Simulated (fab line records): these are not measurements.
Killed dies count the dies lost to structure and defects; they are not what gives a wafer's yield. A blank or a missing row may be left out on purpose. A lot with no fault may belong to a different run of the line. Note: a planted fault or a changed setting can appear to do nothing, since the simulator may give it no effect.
Which tool is to blame? | flow sky130 | 12 lots, 35 wafers sampled, at 2 steps of a route of 708

== WHAT THE GAUGES SHOWED, per wafer ==
SKY_CONTACT_RS_MEAS_25: a four-point-probe measurement.
lot  | measured     | on            | CONTACT_W_RS (ohm/sq)
L228 | day 32 01:40 | film_metro-03 | 0.337 0.336 0.340
L229 | day 32 09:16 | film_metro-02 | 0.339 0.338 0.334
L231 | day 33 03:59 | film_metro-02 | 0.334 0.335 0.337
L237 | day 35 08:28 | film_metro-03 | 0.338 0.333 0.333
L236 | day 35 09:47 | film_metro-02 | 0.330 0.335 0.336
L240 | day 35 20:52 | film_metro-02 | 0.331 0.339 0.340
L241 | day 36 02:28 | film_metro-03 | 0.332 0.331 0.337
L242 | day 36 17:28 | film_metro-03 | 0.335 0.335 0.336
L243 | day 36 23:52 | film_metro-01 | 0.330 0.328 0.336
L244 | day 37 05:35 | film_metro-03 | 0.342 0.339
L245 | day 37 12:34 | film_metro-02 | 0.329 0.327 0.335
L248 | day 38 10:16 | film_metro-02 | 0.331 0.333 0.338

SKY_METAL2_RS_MEAS_05: a four-point-probe measurement.
lot  | measured     | on            | METAL2_ALCU_RS (ohm/sq)
L228 | day 34 10:58 | film_metro-02 | 0.1248 0.1241 0.1282
L229 | day 34 18:44 | film_metro-04 | 0.1265 0.1285 0.1283
L231 | day 35 12:01 | film_metro-03 | 0.1260 0.1280 0.1285
L237 | day 37 16:43 | film_metro-04 | 0.1299 0.1250 0.1259
L236 | day 37 18:11 | film_metro-03 | 0.1248 0.1246 0.1255
L240 | day 38 05:31 | film_metro-02 | 0.1248 0.1236 0.1244
L241 | day 38 09:51 | film_metro-04 | 0.1277 0.1282 0.1286
L242 | day 39 01:04 | film_metro-02 | 0.1263 0.1276 0.1285
L243 | day 39 07:57 | film_metro-03 | 0.1257 0.1257 0.1258
L244 | day 39 11:22 | film_metro-04 | 0.1305 0.1288
L245 | day 39 16:47 | film_metro-03 | 0.1276 0.1289 0.1278
L248 | day 40 16:07 | film_metro-04 | 0.1284 0.1258 0.1262

== EACH LOT AND THE TOOL THAT RAN IT (in order: tool; ch and the chambers of the sampled wafers; start) ==
The record shows no process step preceding these readings.

== WHAT THE TOOLS THEMSELVES READ (means of the sampled wafers that have a number; where no wafer has one, the mark that the record gives instead) ==
The record holds no such reading with a usual standard deviation.

== THE ANSWER, worked out from the rows above alone ==
Rule: usual is defined by the lots themselves. The widest of any qualifying gaps counts: lots, ordered by their means at a reading, are off when they make up no more than a third of the lots, leave a main group of 4 or more, and stand apart from it by 3 or more times the standard deviation of that group's means. If all means in a main group match to the digits the tables above print for the reading, that group is not used. Also off: a lot with no number at a reading for which 4 or more lots have one. The other lots that the step has rows for count as sound. First the gauges in route order, then the tools' own readings, where a lot's mean is used as printed above. At the first step where some lot is off, the reading lying furthest off is the one used; lots without a number count as furthest.
No lot is off at any reading shown: from this, nothing can be told.

== WHAT THE SIMULATOR HAD PUT IN ==
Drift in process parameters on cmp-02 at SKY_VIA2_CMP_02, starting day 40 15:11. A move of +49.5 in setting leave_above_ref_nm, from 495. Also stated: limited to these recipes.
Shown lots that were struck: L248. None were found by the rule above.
